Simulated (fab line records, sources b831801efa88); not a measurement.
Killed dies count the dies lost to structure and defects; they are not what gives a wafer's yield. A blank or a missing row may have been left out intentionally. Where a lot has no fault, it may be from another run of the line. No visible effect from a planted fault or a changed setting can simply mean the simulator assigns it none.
What tool caused it? ; flow gf180mcu ; Sampling: 7 lots, 21 wafers, 2 of 602 route steps

== WHAT EACH GAUGE READ, for each wafer ==
GF_V2_THK_MEAS_25: measures by xrf.
lot;measured;on;V2_W_THK (nm)
L531;day 21 00:32;film-metro-03;365 362 367
L534;day 22 11:10;film-metro-01;359 355 357
L543;day 24 23:19;film-metro-01;359 360 364
L545;day 25 14:44;film-metro-04;364 358 359
L549;day 26 17:05;film-metro-01;375 363 372
L551;day 27 10:20;film-metro-04;363 360 359
L553;day 28 00:41;film-metro-04;353 361 354

== TOOL THAT RAN EACH LOT (tool first, then ch and the chambers of the sampled wafers, then the start) ==
lot;GF_V2_ETCH_17
L531;rie-diel-04 ch 0,1, day 21 00:32 or earlier
L534;rie-diel-04 ch 0,1,2, day 22 11:10 or earlier
L543;rie-diel-03 ch 1,2, day 24 23:19 or earlier
L545;rie-diel-03 ch 1,2,3, day 25 14:44 or earlier
L549;rie-diel-03 ch 0,1, day 26 17:05 or earlier
L551;rie-diel-04 ch 0,1, day 27 10:20 or earlier
L553;rie-diel-01 ch 0,2,3, day 28 00:41 or earlier
- GF_V2_ETCH_17: etches SiO2 in C4F8/O2/Ar, stops on TiN, target depth 630 nm.

== THE ANSWER, worked out from the rows above alone ==
Rule: usual is defined by the lots themselves. The widest of any qualifying gaps counts: lots, ordered by their means at a reading, are off when they make up no more than a third of the lots, leave a main group of 4 or more, and stand apart from it by 3 or more times the standard deviation of that group's means. Not used: any main group whose means are identical at the precision the tables above print for the reading. A lot without any number at a reading at which 4 lots or more have one is off too. All remaining lots with rows at the step are treated as sound.
No lot is off at any reading shown: from this, nothing can be told.

== WHAT THE SIMULATOR HAD PUT IN ==
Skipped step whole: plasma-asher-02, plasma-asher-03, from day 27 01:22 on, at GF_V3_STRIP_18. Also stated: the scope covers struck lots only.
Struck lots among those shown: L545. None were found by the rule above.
